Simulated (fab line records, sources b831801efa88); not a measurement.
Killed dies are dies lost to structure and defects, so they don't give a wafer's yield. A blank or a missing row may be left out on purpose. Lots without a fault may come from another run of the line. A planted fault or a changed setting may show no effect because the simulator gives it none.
One fault seen from 2 desks | flow sky130 | each desk has only its own numbers; what lay behind them comes last

THE TOOL OWNER'S DESK: cvd_w-02
The tool's own readings at SKY_VIA3_CVD_21 (deposits W, target thk 390 nm, time 117.31 s): means of the sampled wafers that have a number, for each lot that ran on this tool. A lot is out of limits, marked OUT, if its mean lies more than 4 standard deviations from the usual mean; the brackets give that distance.
Columns: A = heater_power_w at SKY_VIA3_CVD_21, usual 789 W; B = susceptor_temp_C at SKY_VIA3_CVD_21, usual 400.00 C
lot  | first seen here | A   | B
L510 | day 40 07:59    | 735 | 400.11
L512 | day 40 21:11    | 739 | 399.99
L514 | day 41 06:51    | 732 | 400.13
L515 | day 41 15:59    | 717 | 400.03
L517 | day 42 10:28    | 734 | 400.07
L524 | day 44 06:44    | 740 | 400.26
L526 | day 44 19:02    | 726 | 399.87
This desk's finding: nothing out of limits on any of the 7 lots.

THE METROLOGY DESK
What the gauges read, lot by lot, whatever tool the lot ran on: means of the sampled wafers that have a number. A lot is out of limits, marked OUT, if its mean lies more than 4 standard deviations from the usual mean; the brackets give that distance.
Columns: A = VIA3_HDPCVD_THK at SKY_VIA3_THK_MEAS_01, usual 1637 nm; B = VIA3_W_RS at SKY_VIA3_RS_MEAS_22, usual 0.292 ohm/sq; C = VIA3_W_THK at SKY_VIA3_THK_MEAS_23, usual 396 nm
lot  | first seen here | A    | B                | C
L510 | day 39 05:11    | 1627 | 0.293            | 399
L512 | day 39 19:48    | 1628 | 0.293            | 400
L514 | day 40 05:09    | 1639 | 0.292            | 388
L515 | day 40 14:02    | 1625 | 0.291            | 390
L516 | day 40 20:26    | 1643 | 0.295            | 396
L517 | day 41 09:02    | 1599 | 0.294            | 396
L524 | day 43 06:17    | 1630 | 0.272 (-4.9) OUT | 428 (+4.7) OUT
L526 | day 43 19:22    | 1644 | 0.269 (-5.7) OUT | 425 (+4.3) OUT
L528 | day 44 04:51    | 1650 | 0.294            | 397
L529 | day 44 12:18    | 1622 | 0.295            | 396
L532 | day 45 10:56    | 1643 | 0.293            | 391
This desk's finding: out of limits on L524, L526; first on L524, day 44 06:52 (VIA3_W_RS at SKY_VIA3_RS_MEAS_22). In limits: L510, L512, L514, L515, L516, L517, L528, L529, L532.

PUT TOGETHER
The metrology desk could have raised an alarm at day 44 06:52, on L524, L526.
The tool owner's desk saw nothing out of limits.
The tool owner's desk has L524, L526 on record, within its limits.
Of the lots named, all ran SKY_VIA3_CVD_21 on cvd_w-02.

WHAT THE SIMULATOR HAD PUT IN
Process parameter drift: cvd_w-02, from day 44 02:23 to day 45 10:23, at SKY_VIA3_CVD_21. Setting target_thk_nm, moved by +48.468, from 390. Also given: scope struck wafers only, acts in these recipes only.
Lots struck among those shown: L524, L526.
Hours from the fault's start to each desk's first reading out of limits: the metrology desk, 4.
